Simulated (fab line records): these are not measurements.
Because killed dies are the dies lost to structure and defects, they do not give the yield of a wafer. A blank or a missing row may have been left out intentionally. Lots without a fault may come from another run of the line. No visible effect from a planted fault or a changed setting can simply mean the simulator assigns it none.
Comparing a struck lot with a sound one + flow sky130 + 28 steps out of a route of 708
Sound: the wafers L982.2, L982.4, L982.5. Struck: wafer L996.4 (left out: L996.2, L996.5 of the same lot, which were not struck); the cause appears at the end.
Order at every step that has rows: each side's tool, ch and its chambers, its first start. Under that, the readings that differ: sound wafers + struck wafers + difference of the means + sigmas: that difference in standard deviations of wafers without a fault.
alike: words and numbers the same on both sides, and readings whose means are apart by under 2 such deviations; not compared: readings that were withheld, readings missing a value for some wafer, numbers with overlapping values and no deviation given by the record, and bounds like >300 which may hide the same value.
A row with sigmas, a row that says differs or no value, or rows on one side alone: a step with any of these is where the two part. Numbers that don't overlap but have no deviation are shown without sigmas and don't part them. A reading missing from all wafers of one side parts the sides only when that side holds two or more wafers.

first, 1 step without rows for these wafers: SKY_VIA2_SPUTTER_20 (material TiN, target thk 20 nm, time 80 s).
SKY_VIA2_CVD_21: deposits W, target thk 420 nm, time 126.4 s.
  sound on cvd_w-01 ch 0, day 37 13:59; struck on cvd_w-01 ch 0, day 42 11:24
  alike: heater_power_w
SKY_VIA2_RS_MEAS_22: measurement is done with a four-point probe.
  sound on film_metro-01 at day 37 14:08; struck on film_metro-04 at day 42 11:33
  alike: VIA2_W_RS
SKY_VIA2_THK_MEAS_23: measures by xrf.
  sound on film_metro-01 at day 37 14:14; struck on film_metro-04 at day 42 11:40
  alike: VIA2_W_THK
SKY_VIA2_CMP_24: polishes, stops on SiO2, t overpolish 20 s, target thk 0 nm.
  sound on cmp-01 ch 0,2,3, day 37 14:20; struck on cmp-02 ch 0, day 42 11:49
  alike: motor_current_A, overpolish_run_s, time_to_endpoint_s
then, 1 step without rows for these wafers: SKY_METAL3_SPUTTER_00 (material Ti, target thk 15 nm, time 10 s).
SKY_METAL3_SPUTTER_01: material TiN, target thk 20 nm, time 16.7 s.
  sound on pvd_sputter-01 at day 37 14:37; struck on pvd_sputter-02 at day 42 12:02
  alike: throttle_valve_pct
SKY_METAL3_SPUTTER_02: material AlCu, target thk 735 nm, time 39.1 s.
  sound on pvd_sputter-01 at day 37 14:38; struck on pvd_sputter-02 at day 42 12:04
  alike: throttle_valve_pct
SKY_METAL3_SPUTTER_03: material Ti, target thk 5 nm, time 3.3 s.
  sound on pvd_sputter-01 at day 37 14:40; struck on pvd_sputter-02 at day 42 12:06
  alike: throttle_valve_pct
then, 2 steps without rows for these wafers: SKY_METAL3_SPUTTER_04 (material TiN, target thk 70 nm, time 58.3 s); SKY_CAPM_CVD_00 (deposits SiO2, target thk 15.5 nm).
SKY_CAPM_THK_MEAS_01:
  sound on film_metro-01 at day 37 14:46; struck on film_metro-01 at day 42 12:12
  alike: CAPM_CVD_00_THK
SKY_CAPM_SPUTTER_02: material TiN, target thk 200 nm, time 166.7 s.
  sound on pvd_sputter-04 at day 37 14:49; struck on pvd_sputter-03 at day 42 12:15
| reading                                  | sound             | struck | difference | sigmas |
|------------------------------------------|-------------------|--------|------------|--------|
| model.TiN_of_CAPM_SPUTTER_02.thk_nm (nm) | 198.8 198.4 200.2 | 227.9  | +28.8      |        |
  alike: throttle_valve_pct
SKY_CAPM_RS_MEAS_03: measurement is done with a four-point probe.
  sound on film_metro-02 at day 37 14:57; struck on film_metro-02 at day 42 12:23
| reading              | sound          | struck | difference | sigmas |
|----------------------|----------------|--------|------------|--------|
| CAPM_TIN_RS (ohm/sq) | 6.96 6.98 6.90 | 6.05   | -0.90      | -14    |
SKY_CAPM_THK_MEAS_04: measures by xrf.
  sound on film_metro-02 at day 37 15:04; struck on film_metro-02 at day 42 12:29
| reading           | sound             | struck | difference | sigmas |
|-------------------|-------------------|--------|------------|--------|
| CAPM_TIN_THK (nm) | 195.3 194.4 196.8 | 223.8  | +28.3      | +15    |
then, 7 steps without rows for these wafers: SKY_CAPM_DEHYDRATE_05 (time 60 s); SKY_CAPM_HMDS_06 (prime time 60 s); SKY_CAPM_COAT_07 (resist thk 1140 nm); SKY_CAPM_SOFTBAKE_08 (time 60 s); SKY_CAPM_EXPOSE_09 (exposes mask CAPM, target cd 1000 nm); SKY_CAPM_PEB_10; SKY_CAPM_DEVELOP_11 (develop time 60 s).
SKY_CAPM_OVL_MEAS_12:
  sound on overlay-02 at day 38 15:55; struck on overlay-02 at day 43 11:43
  alike: CAPM_OVL
SKY_CAPM_METAL_ETCH_13: etches TiN in Cl2/BCl3, stops on SiO2, target depth 220 nm, time 62.9 s.
  sound on rie_metal-01 ch 1, day 38 15:56; struck on rie_metal-03 ch 1, day 43 11:44
| reading                | sound                | struck | difference | sigmas |
|------------------------|----------------------|--------|------------|--------|
| oes_product_au (a.u.)  | 0.942 0.939 0.941    | 0.987  | +0.046     | +7     |
| throttle_valve_pct (%) | 21.921 21.900 21.894 | 21.876 | -0.029     | -3     |
  alike: chamber_pressure_mTorr, drypump_motor_current_A, he_backside_leak_sccm
  not compared: rf_hours_counter_h
then, 1 step without rows for these wafers: SKY_CAPM_STRIP_14 (strips in O2/N2).
SKY_CAPM_STRIP_15: strips in post etch residue remover, time 1200 s.
  sound on wet_bench-03 ch 0, day 38 16:07; struck on wet_bench-04 ch 2, day 43 11:55
| reading                                  | sound           | struck | difference | sigmas |
|------------------------------------------|-----------------|--------|------------|--------|
| model.TiN_of_CAPM_SPUTTER_02.thk_nm (nm) | 198.3 198 199.7 | 227.5  | +28.8      |        |
then, 1 step without rows for these wafers: SKY_CAPM_CLEAN_16 (cleans in IPA, time 180 s).
-- the record jumps here: 7 days lie between the struck wafers' starts before and after (it left off in module CAPM and takes up again in module PAD_OPEN, whose first step shown is number 708 of the route) --
SKY_PAD_OPEN_PROBE_99:
  sound on prober-02 at day 46 18:10; struck on prober-02 at day 50 11:26
| reading                  | sound          | struck | difference | sigmas      |
|--------------------------|----------------|--------|------------|-------------|
| defect_limited_yield (%) | 83.9 78.0 78.9 | 2.6    | -77.7      | -43         |
| killed_at_M4_up          | 0 4 4          | 7      | +4         | +3          |
| killed_at_front_end      | 13 31 19       | 10     | -11        | -2          |
| killed_at_other          | 1 0 1          | 396    | +395       | +99 or more |
| killed_dies              | 79 108 104     | 479    | +382       | +42         |
| killed_on_rim            | 17 16 17       | 96     | +79        | +23         |
  alike: killed_at_M0_to_M3, killed_at_contacts, killed_open, killed_short

WHERE THEY PART
Last at SKY_PAD_OPEN_PROBE_99 as far as this record goes, first at SKY_CAPM_RS_MEAS_03.

WHY: what the simulator had put in
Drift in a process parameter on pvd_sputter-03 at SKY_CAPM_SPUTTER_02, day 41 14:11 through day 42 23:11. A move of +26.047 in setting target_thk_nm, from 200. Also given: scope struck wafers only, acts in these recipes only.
